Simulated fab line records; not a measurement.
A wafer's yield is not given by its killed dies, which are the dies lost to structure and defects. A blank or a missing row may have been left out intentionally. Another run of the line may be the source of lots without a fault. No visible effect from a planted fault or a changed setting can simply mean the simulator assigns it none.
Which tool was responsible? ; flow gf180mcu ; 12 lots with 36 wafers sampled at 5 steps, on a route of 602 steps

WHAT THE GAUGES READ, wafer by wafer
GF_PASSIVATION_THK_MEAS_01. Usual: PASSIVATION_CVD_00_THK typically reads 1000 nm, with standard deviation 13.
lot;measured;on;PASSIVATION_CVD_00_THK (nm);flag
L351;day 28 17:05;filmMetro-04;986 990 1005;
L352;day 28 18:44;filmMetro-02;1015 1031 1018;
L353;day 29 02:44;filmMetro-04;979 1009 987;
L357;day 30 13:37;filmMetro-04;1006 1027 1015;
L361;day 31 23:08;filmMetro-04;980 993 1013;
L362;day 32 00:46;filmMetro-03;978 1003 1004;
L364;day 32 04:58;filmMetro-02;993 1000 1012;
L367;day 33 00:07;filmMetro-03;1003 1005 1013;
L369;day 33 13:08;filmMetro-04;991 990 1009;
L371;day 34 03:18;filmMetro-02;989 998 1002;
L372;day 34 05:02;filmMetro-04;1003 989 1013;
L373;day 34 06:43;filmMetro-04;985 991 1013;

GF_PASSIVATION_THK_MEAS_03. Usual: PASSIVATION_CVD_02_THK typically reads 698 nm, with standard deviation 9.6.
lot;measured;on;PASSIVATION_CVD_02_THK (nm);flag
L351;day 28 17:26;filmMetro-02;694 706 707;
L352;day 28 19:05;filmMetro-02;704 714 707;
L353;day 29 03:13;filmMetro-02;677 694 695;
L357;day 30 14:00;filmMetro-04;693 704 706;
L361;day 31 23:29;filmMetro-02;696 691 709;
L362;day 32 01:07;filmMetro-02;683 688 693;
L364;day 32 05:19;filmMetro-04;686 689 697;
L367;day 33 00:28;filmMetro-02;710 701 703;
L369;day 33 13:29;filmMetro-03;692 697 706;
L371;day 34 03:38;filmMetro-03;683 686 686;
L372;day 34 05:22;filmMetro-02;689 696 706;
L373;day 34 07:04;filmMetro-02;701 699 708;

WHAT TOOL EACH LOT RAN ON (gives the tool, then ch and the chambers of the sampled wafers, and finally the start)
lot;GF_V5_CMP_04;GF_TOP_METAL_METAL_ETCH_16;GF_TOP_METAL_STRIP_17
L351;cmp-01 ch 1,2,3, day 26 21:53;rieMetal-01 ch 0,1, day 28 16:13;plasmaAsher-03 ch 0,1, day 28 16:25
L352;cmp-02 ch 0,1,3, day 27 00:52;rieMetal-04 ch 1, day 28 17:50;plasmaAsher-01 ch 0,1, day 28 18:08
L353;cmp-01 ch 0,1,2, day 27 07:52;rieMetal-04 ch 1, day 29 01:47;plasmaAsher-03 ch 0,1, day 29 02:07
L357;cmp-02 ch 0,2,3, day 28 21:20;rieMetal-04 ch 0, day 30 12:49;plasmaAsher-01 ch 0,1, day 30 13:01
L361;cmp-02 ch 1,2, day 30 09:00;rieMetal-04 ch 1, day 31 22:19;plasmaAsher-04 ch 0,1, day 31 22:31
L362;cmp-01 ch 1,3, day 30 11:07;rieMetal-04 ch 0,1, day 31 23:57;plasmaAsher-03 ch 1, day 32 00:08
L364;cmp-02 ch 0,2, day 30 14:43;rieMetal-04 ch 0,1, day 32 04:09;plasmaAsher-03 ch 0,1, day 32 04:20
L367;cmp-01 ch 0,2,3, day 31 11:22;rieMetal-01 ch 0,1, day 32 23:19;plasmaAsher-01 ch 0,1, day 32 23:31
L369;cmp-02 ch 0,1,2, day 32 01:44;rieMetal-02 ch 0,1, day 33 12:16;plasmaAsher-04 ch 0,1, day 33 12:28
L371;cmp-02 ch 0,2,3, day 32 16:31;rieMetal-02 ch 0,1, day 34 02:09;plasmaAsher-04 ch 0,1, day 34 02:20
L372;cmp-02 ch 0,1,2, day 32 18:55;rieMetal-01 ch 0,1, day 34 04:13;plasmaAsher-03 ch 0,1, day 34 04:25
L373;cmp-02 ch 0,2,3, day 32 20:13;rieMetal-02 ch 0, day 34 05:47;plasmaAsher-04 ch 0, day 34 06:06
- GF_V5_CMP_04: polishes SiO2.
- GF_TOP_METAL_METAL_ETCH_16: etches the open film in Cl2/BCl3, stops on SiO2, target depth 1197 nm, time 199.5 s.
- GF_TOP_METAL_STRIP_17: strips in O2/N2.

WHAT THE TOOLS THEMSELVES READ (means of the sampled wafers that have a number; where no wafer has one, the mark that the record gives instead)
GF_V5_CMP_04. Usual: motorCurrentA 11.8 A, standard deviation 1.1.
lot;tool;motorCurrentA (A);flag
L351;cmp-01;12.3;
L352;cmp-02;11.8;
L353;cmp-01;12.0;
L357;cmp-02;11.2;
L361;cmp-02;11.1;
L362;cmp-01;13.5;
L364;cmp-02;10.7;
L367;cmp-01;11.2;
L369;cmp-02;11.6;
L371;cmp-02;11.5;
L372;cmp-02;11.3;
L373;cmp-02;11.3;

GF_TOP_METAL_METAL_ETCH_16. Usual: bcl3FlowSccm 39.99 sccm, standard deviation 0.12; chamberPressureMTorr 8.000 mTorr, standard deviation 0.0068; drypumpMotorCurrentA 5.8 A, standard deviation 0.37; oesProductAu 0.988 a.u., standard deviation 0.0057; rfFwdPowerW 797.6 W, standard deviation 2.5; throttleValvePct 28.232 %, standard deviation 0.01.
lot;tool;bcl3FlowSccm (sccm);chamberPressureMTorr (mTorr);drypumpMotorCurrentA (A);oesProductAu (a.u.);rfFwdPowerW (W);throttleValvePct (%);flag
L351;rieMetal-01;39.86;8.000;5.3;0.987;798.9;28.226;
L352;rieMetal-04;40.03;8.002;5.9;0.988;796.5;28.227;
L353;rieMetal-04;39.92;8.005;5.9;0.986;800.7;28.237;
L357;rieMetal-04;39.97;8.003;5.8;0.994;796.5;28.228;
L361;rieMetal-04;40.02;7.991;5.9;0.906;668.1;28.334;OFF
L362;rieMetal-04;39.99;7.999;5.9;0.944;713.1;28.278;OFF
L364;rieMetal-04;40.08;8.004;5.9;0.938;710.8;28.281;OFF
L367;rieMetal-01;40.02;8.000;5.4;0.985;799.0;28.233;
L369;rieMetal-02;40.10;7.997;6.0;0.990;794.8;28.228;
L371;rieMetal-02;40.05;8.001;6.2;0.982;799.8;28.235;
L372;rieMetal-01;39.90;8.001;5.3;0.984;798.1;28.240;
L373;rieMetal-02;40.02;7.999;6.4;0.995;797.0;28.231;

GF_TOP_METAL_STRIP_17. Usual: chamberPressureMTorr 1500.1 mTorr, standard deviation 1.2; drypumpMotorCurrentA 5.5 A, standard deviation 0.46; heaterPowerW 320 W, standard deviation 29; oesProductAu 0.710 a.u., standard deviation 0.0043; stripTimeToEndpointS 12.95 s, standard deviation 0.084.
lot;tool;chamberPressureMTorr (mTorr);drypumpMotorCurrentA (A);heaterPowerW (W);oesProductAu (a.u.);stripTimeToEndpointS (s);flag
L351;plasmaAsher-03;1499.9;5.1;336;0.710;13.07;
L352;plasmaAsher-01;1501.3;6.2;288;0.707;12.97;
L353;plasmaAsher-03;1500.9;5.2;327;0.714;12.99;
L357;plasmaAsher-01;1498.9;6.1;293;0.707;12.86;
L361;plasmaAsher-04;1499.6;5.6;318;0.715;13.73;OFF
L362;plasmaAsher-03;1500.0;5.4;321;0.710;13.34;OFF
L364;plasmaAsher-03;1501.0;5.1;336;0.710;13.50;OFF
L367;plasmaAsher-01;1499.8;6.1;284;0.710;13.05;
L369;plasmaAsher-04;1500.9;5.4;349;0.709;12.86;
L371;plasmaAsher-04;1500.8;5.4;344;0.707;12.93;
L372;plasmaAsher-03;1500.4;5.2;327;0.714;12.98;
L373;plasmaAsher-04;1499.9;5.2;376;0.713;12.91;

THE ANSWER, worked out from the rows above alone
Rule: a lot counts as off when the mean over its wafers that have a number is more than 3 standard deviations away from the usual mean. Also off: a lot with no number at a reading for which 4 or more lots have one. All remaining lots with rows at the step are treated as sound. First the gauges in route order, then the tools' own readings, where a lot's mean is used as printed above. At the first step where some lot is off, the reading lying furthest off is the one used; lots without a number count as furthest.
Off: L361, L362, L364, at GF_TOP_METAL_METAL_ETCH_16 (rfFwdPowerW).
If a tool, at that step or one of the process steps before it, ran each lot that is off and ran no sound lot following the first of them, it fits. One candidate fits, namely rieMetal-04 at GF_TOP_METAL_METAL_ETCH_16. A fault onset in the window from L357 (day 30 12:49, its last sound lot) to L361 (day 31 22:19, its first lot off) fits.
The tool's own readings at GF_TOP_METAL_METAL_ETCH_16 bear it out: on the lots that are off they differ by more than 5 times the standard deviation of the sound lots' means. oesProductAu reads 0.929 a.u. there against 0.988 a.u. on the sound lots; rfFwdPowerW reads 697.3 W there against 797.9 W on the sound lots; throttleValvePct reads 28.298 % there against 28.232 % on the sound lots.

WHAT HAD BEEN PUT IN BY THE SIMULATOR
rieMetal-04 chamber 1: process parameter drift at GF_TOP_METAL_METAL_ETCH_16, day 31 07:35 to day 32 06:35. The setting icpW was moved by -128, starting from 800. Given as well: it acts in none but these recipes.
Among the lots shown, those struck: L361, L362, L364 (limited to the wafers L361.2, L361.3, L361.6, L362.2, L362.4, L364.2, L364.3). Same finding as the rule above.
